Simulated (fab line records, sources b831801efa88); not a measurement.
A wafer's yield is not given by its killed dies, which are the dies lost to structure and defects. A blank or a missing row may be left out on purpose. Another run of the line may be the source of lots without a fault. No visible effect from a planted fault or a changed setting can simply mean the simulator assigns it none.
Which of the tools did it? ; flow sfq_line ; 14 lots, 42 wafers sampled, at 5 steps of a route of 325

== WHAT EACH GAUGE READ, for each wafer ==
SFQ_I1_OVL_MEAS_913. Usual: for I1_OVL the level is -1 nm and the standard deviation is 4.5.
lot;measured;on;I1_OVL (nm);flag
L684;day 16 09:01;overlay-01;0 1 1;
L685;day 22 17:53;overlay-01;-5 -7 -8;
L686;day 22 21:29;overlay-02;1 8 6;
L689;day 24 11:53;overlay-02;6 1 -1;
L690;day 25 03:29;overlay-02;5 4 4;
L697;day 27 09:35;overlay-01;-8 -6 -5;
L698;day 34 05:45;overlay-01;-4 -5 -2;
L699;day 34 14:08;overlay-02;-4 3 -7;
L700;day 35 06:51;overlay-02;-6 -1 5;
L701;day 35 11:40;overlay-02;-4 -3 -5;
L702;day 35 15:16;overlay-01;-3 1 -2;
L703;day 35 21:23;overlay-01;-9 -9 -5;
L705;day 37 00:59;overlay-01;3 -1 -1;
L706;day 37 10:35;overlay-01;-3 -4 -3;

== WHAT TOOL EACH LOT RAN ON (gives the tool, then ch and the chambers of the sampled wafers, and finally the start) ==
lot;SFQ_TRILAYER_M0_STRIP_STRIP_025;SFQ_TRILAYER_I0_DEP_PECVD_027;SFQ_TRILAYER_M1_LITHO_COAT_044;SFQ_TRILAYER_M1_BARC_OPEN_METAL_ETCH_054
L684;rie_metal-03 ch 1, day 10 23:09;pecvd-04 ch 0,1, day 11 00:42;litho_track-03 ch 0, day 15 22:20;rie_metal-01 ch 0, day 16 00:38
L685;rie_metal-03 ch 1, day 11 06:55;pecvd-02 ch 0,2, day 11 08:17;litho_track-04 ch 0, day 16 01:56;rie_metal-01 ch 0, day 16 05:22
L686;rie_metal-04 ch 0,1, day 11 12:43;pecvd-02 ch 0,1, day 11 13:30;litho_track-04 ch 0, day 16 09:44;rie_metal-01 ch 0, day 16 12:02
L689;rie_metal-04 ch 0,1, day 12 10:19;pecvd-02 ch 0,2, day 12 11:06;litho_track-04 ch 0, day 18 05:49;rie_metal-03 ch 0,1, day 18 08:03
L690;rie_metal-02 ch 0,1, day 12 22:31;pecvd-02 ch 0,2, day 12 23:06;litho_track-04 ch 0, day 18 23:53;rie_metal-03 ch 0,1, day 19 02:05
L697;rie_metal-04 ch 0,1, day 15 03:10;pecvd-02 ch 0,2, day 15 03:57;litho_track-04 ch 0, day 21 13:04;rie_metal-03 ch 0,1, day 27 01:26
L698;rie_metal-03 ch 0,1, day 15 10:42;pecvd-02 ch 0,2, day 15 11:19;litho_track-04 ch 0, day 21 22:46;rie_metal-01 ch 0,1, day 27 13:28
L699;rie_metal-03 ch 0,1, day 15 17:42;pecvd-04 ch 0,1,2, day 15 18:28;litho_track-04 ch 0, day 22 03:25;rie_metal-02 ch 0,1, day 27 21:58
L700;rie_metal-04 ch 0,1, day 16 03:18;pecvd-03 ch 0,1, day 16 04:04;litho_track-03 ch 0, day 22 14:22;rie_metal-03 ch 1, day 28 09:58
L701;rie_metal-04 ch 1, day 16 09:18;pecvd-02 ch 1,2, day 16 10:04;litho_track-03 ch 0, day 22 20:35;rie_metal-01 ch 0,1, day 28 15:58
L702;rie_metal-04 ch 0,1, day 16 13:28;pecvd-03 ch 1,2, day 16 14:15;litho_track-02 ch 0, day 22 23:59;rie_metal-03 ch 0,1, day 28 18:22
L703;rie_metal-03 ch 1, day 17 02:37;pecvd-04 ch 0,1, day 17 03:24;litho_track-04 ch 0, day 23 09:46;rie_metal-02 ch 0,1, day 29 01:34
L705;rie_metal-02 ch 1, day 18 02:43;pecvd-02 ch 1,2, day 18 03:53;litho_track-04 ch 0, day 24 08:23;rie_metal-01 ch 0,1, day 30 04:33
L706;rie_metal-03 ch 0,1, day 18 16:43;pecvd-02 ch 0,1, day 18 17:31;litho_track-02 ch 0, day 24 20:56;rie_metal-01 ch 0,1, day 30 14:09
- SFQ_TRILAYER_M0_STRIP_STRIP_025: strips in O2.
- SFQ_TRILAYER_I0_DEP_PECVD_027: deposits SiO2 from SiH4/N2O, time 111.11 s, target thk 500 nm.
- SFQ_TRILAYER_M1_LITHO_COAT_044: resist thk 62 nm.
- SFQ_TRILAYER_M1_BARC_OPEN_METAL_ETCH_054: etches BARC in O2, target depth 125 nm, time 41.7 s.

== WHAT THE TOOLS THEMSELVES READ (means of the sampled wafers that have a number; where no wafer has one, the mark that the record gives instead) ==
SFQ_TRILAYER_M0_STRIP_STRIP_025. Usual: chamber_pressure_mTorr 50.01 mTorr, standard deviation 0.047; drypump_motor_current_A 5.9 A, standard deviation 0.58; oes_product_au 0.997 a.u., standard deviation 0.0082.
lot;tool;chamber_pressure_mTorr (mTorr);drypump_motor_current_A (A);oes_product_au (a.u.);flag
L684;rie_metal-03;50.00;6.4;0.991;
L685;rie_metal-03;50.01;6.4;0.978;
L686;rie_metal-04;50.04;5.8;1.005;
L689;rie_metal-04;50.01;5.8;0.997;
L690;rie_metal-02;50.05;5.2;1.011;
L697;rie_metal-04;49.97;5.4;0.999;
L698;rie_metal-03;50.06;6.4;0.991;
L699;rie_metal-03;49.98;6.4;0.991;
L700;rie_metal-04;50.02;5.4;0.996;
L701;rie_metal-04;49.98;5.0;0.995;
L702;rie_metal-04;50.05;5.5;1.004;
L703;rie_metal-03;50.00;6.5;1.004;
L705;rie_metal-02;50.04;6.0;1.001;
L706;rie_metal-03;50.02;6.4;0.998;

SFQ_TRILAYER_I0_DEP_PECVD_027. Usual: heater_power_w 85 W, standard deviation 18; throttle_valve_pct 24.4 %, standard deviation 0.79.
lot;tool;heater_power_w (W);throttle_valve_pct (%);flag
L684;pecvd-04;83;24.2;
L685;pecvd-02;89;24.0;
L686;pecvd-02;94;25.0;
L689;pecvd-02;83;24.2;
L690;pecvd-02;85;24.6;
L697;pecvd-02;81;24.1;
L698;pecvd-02;81;24.1;
L699;pecvd-04;92;24.0;
L700;pecvd-03;72;23.6;
L701;pecvd-02;87;24.8;
L702;pecvd-03;82;24.8;
L703;pecvd-04;80;24.3;
L705;pecvd-02;81;24.8;
L706;pecvd-02;84;25.2;

SFQ_TRILAYER_M1_LITHO_COAT_044. Usual: spin_speed_rpm reads 2999.3 rpm (standard deviation 2.3).
lot;tool;spin_speed_rpm (rpm);flag
L684;litho_track-03;3000.3;
L685;litho_track-04;2999.1;
L686;litho_track-04;2998.6;
L689;litho_track-04;2998.5;
L690;litho_track-04;2998.1;
L697;litho_track-04;2997.0;
L698;litho_track-04;2996.8;
L699;litho_track-04;2998.3;
L700;litho_track-03;3000.6;
L701;litho_track-03;3001.3;
L702;litho_track-02;3001.4;
L703;litho_track-04;2998.3;
L705;litho_track-04;3000.8;
L706;litho_track-02;2999.0;

SFQ_TRILAYER_M1_BARC_OPEN_METAL_ETCH_054. Usual: chamber_pressure_mTorr 9.999 mTorr, standard deviation 0.0089; drypump_motor_current_A 5.9 A, standard deviation 0.5; oes_product_au 0.684 a.u., standard deviation 0.0046.
lot;tool;chamber_pressure_mTorr (mTorr);drypump_motor_current_A (A);oes_product_au (a.u.);flag
L684;rie_metal-01;9.996;5.8;0.685;
L685;rie_metal-01;9.997;5.9;0.691;
L686;rie_metal-01;9.998;5.8;0.683;
L689;rie_metal-03;10.004;6.3;0.693;
L690;rie_metal-03;9.995;6.4;0.694;
L697;rie_metal-03;9.998;6.4;0.680;
L698;rie_metal-01;10.006;5.9;0.683;
L699;rie_metal-02;10.001;5.2;0.680;
L700;rie_metal-03;9.992;6.5;0.689;
L701;rie_metal-01;9.990;6.0;0.684;
L702;rie_metal-03;9.986;6.3;0.684;
L703;rie_metal-02;10.004;5.2;0.689;
L705;rie_metal-01;10.003;5.9;0.687;
L706;rie_metal-01;9.993;5.9;0.686;

== THE ANSWER, worked out from the rows above alone ==
Rule: a lot is off if the mean of its wafers that have a number lies more than 3 standard deviations from the usual mean. Also off: a lot with no number at a reading for which 4 or more lots have one. All remaining lots with rows at the step are treated as sound. Order of review: gauges by route order, followed by the tools' own readings, for which a lot's mean as printed above is used. The first step at which some lot is off is used, and at that step the reading that is off furthest; a lot without a number counts as furthest.
No lot is off at any reading shown: from this, nothing can be told.

== WHAT THE SIMULATOR PUT IN ==
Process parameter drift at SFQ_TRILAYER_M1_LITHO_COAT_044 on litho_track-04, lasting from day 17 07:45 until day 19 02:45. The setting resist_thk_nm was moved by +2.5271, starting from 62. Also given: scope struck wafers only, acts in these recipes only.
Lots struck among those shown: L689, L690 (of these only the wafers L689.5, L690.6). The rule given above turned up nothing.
